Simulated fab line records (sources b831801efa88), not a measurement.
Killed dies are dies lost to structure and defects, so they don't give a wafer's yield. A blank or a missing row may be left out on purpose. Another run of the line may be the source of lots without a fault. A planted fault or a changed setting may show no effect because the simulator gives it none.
Matching of chambers | flow gf180mcu | cmp-01 running GF_V1_CMP_04: 4 sister chambers
The step polishes SiO2. 4 wafers are shown with their chamber, then 7 later ones without.

## WAFERS, EACH WITH ITS CHAMBER
wafer  | chamber | motorCurrentA (A)
L243.6 | 1       | 11.2
L244.6 | 2       | 13.9
L245.2 | 3       | 11.7
L245.4 | 0       | 10.7

## WAFERS MISSING THEIR CHAMBER
wafer  | motorCurrentA (A)
L245.6 | 11.5
L246.3 | 13.9
L246.4 | 10.9
L246.5 | 10.8
L247.1 | 10.0
L247.4 | 10.7
L247.5 | 10.0

## WHICH CHAMBER EACH WENT THROUGH
wafer  | from the rows above          | in truth
L245.6 | can't be placed: 3 or 1 or 0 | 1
L246.3 | 2                            | 2
L246.4 | can't be placed: 0 or 1 or 3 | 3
L246.5 | can't be placed: 0 or 1      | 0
L247.1 | can't be placed: 0 or 1      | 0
L247.4 | can't be placed: 0 or 1      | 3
L247.5 | can't be placed: 0 or 1      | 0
1 of 7 placed correctly. Cannot be placed on the basis of these rows: 6; the candidates contain the true chamber in 5. Wrongly placed: 0.
How it was worked out, from the rows above alone: a wafer's distance from a chamber is the root of the sum, over the readings, of the square of ((its reading less the chamber's mean) divided by the reading's scatter). If the next closest chamber is less than 2 further off than the closest, the wafer can't be placed; otherwise it belongs to the closest. Each chamber's mean is taken over the wafers shown for it. The scatter: root of mean squared gap, hidden wafer to nearest shown wafer, with one shown wafer a chamber.
